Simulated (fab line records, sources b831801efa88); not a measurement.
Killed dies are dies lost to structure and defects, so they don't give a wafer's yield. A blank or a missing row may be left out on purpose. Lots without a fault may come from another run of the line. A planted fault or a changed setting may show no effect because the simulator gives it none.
Which tool did it? | flow gf180mcu | 12 lots, 36 wafers sampled, at 2 steps of a route of 602

WHAT THE GAUGES READ, wafer by wafer
GF_M2_CD_MEAS_14: target cd 280 nm.
lot  | measured     | on        | cd_nm (nm)
L075 | day 19 09:52 | cd_sem-02 | 281.6 279.7 280.4
L077 | day 20 07:19 | cd_sem-01 | 278.5 279.6 278.4
L079 | day 21 04:43 | cd_sem-01 | 279.6 279.1 280.3
L081 | day 22 02:22 | cd_sem-01 | 278.3 278.7 278.8
L083 | day 22 19:12 | cd_sem-02 | 278.9 278.9 279.6
L085 | day 23 07:17 | cd_sem-01 | 279.3 279.0 279.4
L087 | day 24 03:34 | cd_sem-01 | 278.6 278.7 278.8
L089 | day 24 18:10 | cd_sem-02 | 279.0 278.2 277.9
L091 | day 25 07:04 | cd_sem-01 | 278.9 280.5 279.9
L093 | day 26 03:59 | cd_sem-01 | 279.3 278.1 278.2
L095 | day 26 13:36 | cd_sem-01 | 281.2 280.9 280.2
L097 | day 27 10:04 | cd_sem-02 | 281.7 282.7 282.7

WHICH TOOL RAN EACH LOT (tool, then ch and the chambers of the sampled wafers, then the start)
lot  | GF_M2_SPUTTER_01
L075 | pvd_sputter-02, day 18 09:35
L077 | pvd_sputter-04, day 19 06:55
L079 | pvd_sputter-03, day 20 04:01
L081 | pvd_sputter-04, day 21 02:47
L083 | pvd_sputter-03, day 21 19:41
L085 | pvd_sputter-03, day 22 08:04
L087 | pvd_sputter-04, day 23 04:58
L089 | pvd_sputter-03, day 23 20:05
L091 | pvd_sputter-02, day 24 08:54
L093 | pvd_sputter-03, day 25 06:51
L095 | pvd_sputter-02, day 25 16:42
L097 | pvd_sputter-04, day 26 09:25
- GF_M2_SPUTTER_01: material TiN, target thk 30 nm, time 25 s.

THE ANSWER, worked out from the rows above alone
Rule: what is usual is taken from the lots themselves. Put in order of their means at a reading, lots are off if they are a third of the lots or fewer, leave a main group of 4 or more, and stand apart from it by a gap of 3 or more times the standard deviation of the main group's means; of several such gaps the widest counts. A main group whose means are all the same, to the digits that the tables above print for the reading, isn't used. A lot without any number at a reading at which 4 lots or more have one is off too. The other lots that the step has rows for count as sound.
No lot is off at any reading shown: from this, nothing can be told.

WHAT THE SIMULATOR HAD PUT IN
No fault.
